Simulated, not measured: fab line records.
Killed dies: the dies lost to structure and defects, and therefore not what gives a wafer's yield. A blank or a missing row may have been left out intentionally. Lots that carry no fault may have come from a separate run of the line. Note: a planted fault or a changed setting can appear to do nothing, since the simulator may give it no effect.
The same fault as seen by 2 desks | flow gf180mcu | each desk holds nothing but its own numbers, with what lay behind them at the end

FROM THE METROLOGY DESK
What the gauges read for every lot (on any tool): the sampled wafers with a number, averaged. Any lot whose mean is over 4 standard deviations away from the usual mean is out of limits and marked OUT; that distance is given in the brackets.
Columns: A = V4_W_RS at GF_V4_RS_MEAS_24, usual 0.326 ohm/sq; B = V4_W_THK at GF_V4_THK_MEAS_25, usual 351 nm
lot  | first seen here | A                | B
L199 | day 24 17:58    | 0.322            | 345
L201 | day 25 08:34    | 0.326            | 358
L202 | day 26 00:41    | 0.327            | 345
L204 | day 26 09:43    | 0.322            | 356
L205 | day 26 21:11    | 0.288 (-9.4) OUT | 424 (+11) OUT
L208 | day 27 16:41    | 0.266 (-15) OUT  | 460 (+16) OUT
L213 | day 29 18:38    | 0.324            | 346
L216 | day 30 09:10    | 0.325            | 354
L218 | day 30 21:02    | 0.338            | 340
L220 | day 31 07:57    | 0.328            | 351
L221 | day 31 14:59    | 0.329            | 344
This desk finds L205, L208 out of limits, with the earliest case on L205 at day 26 21:11 (V4_W_RS at GF_V4_RS_MEAS_24). L199, L201, L202, L204, L213, L216, L218, L220, L221 stayed within limits.

FOR THE TOOL OWNER'S DESK: cvdW-01
The tool's own readings at GF_V4_CVD_23 (deposits W, target thk 350 nm, time 104.9 s): means of the sampled wafers that have a number, for each lot that ran on this tool. Any lot whose mean is over 4 standard deviations away from the usual mean is out of limits and marked OUT; that distance is given in the brackets.
Columns: A = heaterPowerW at GF_V4_CVD_23, usual 794 W; B = susceptorTempC at GF_V4_CVD_23, usual 400.07 C
lot  | first seen here | A   | B
L199 | day 24 17:46    | 872 | 399.57
L201 | day 25 08:28    | 799 | 400.29
L202 | day 26 00:34    | 800 | 400.12
L205 | day 26 21:04    | 836 | 399.89
L208 | day 27 16:33    | 766 | 400.01
L216 | day 30 09:04    | 878 | 400.25
L218 | day 30 20:55    | 866 | 400.36
L220 | day 31 07:48    | 827 | 399.89
L221 | day 31 14:52    | 803 | 400.02
This desk's verdict: no lot among the 9 shows anything out of limits.

ALL TOGETHER
An alarm was possible from the metrology desk at day 26 21:11, on L205, L208.
The tool owner's desk saw nothing out of limits.
The tool owner's desk has L205, L208 on record, within its limits.
Every lot named ran GF_V4_CVD_23 on cvdW-01.

WHAT THE SIMULATOR HAD PUT IN
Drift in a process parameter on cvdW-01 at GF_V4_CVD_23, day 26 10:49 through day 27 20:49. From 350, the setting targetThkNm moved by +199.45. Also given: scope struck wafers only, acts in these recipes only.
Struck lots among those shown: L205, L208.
Hours from the fault's start to each desk's first reading out of limits: the metrology desk, 10.
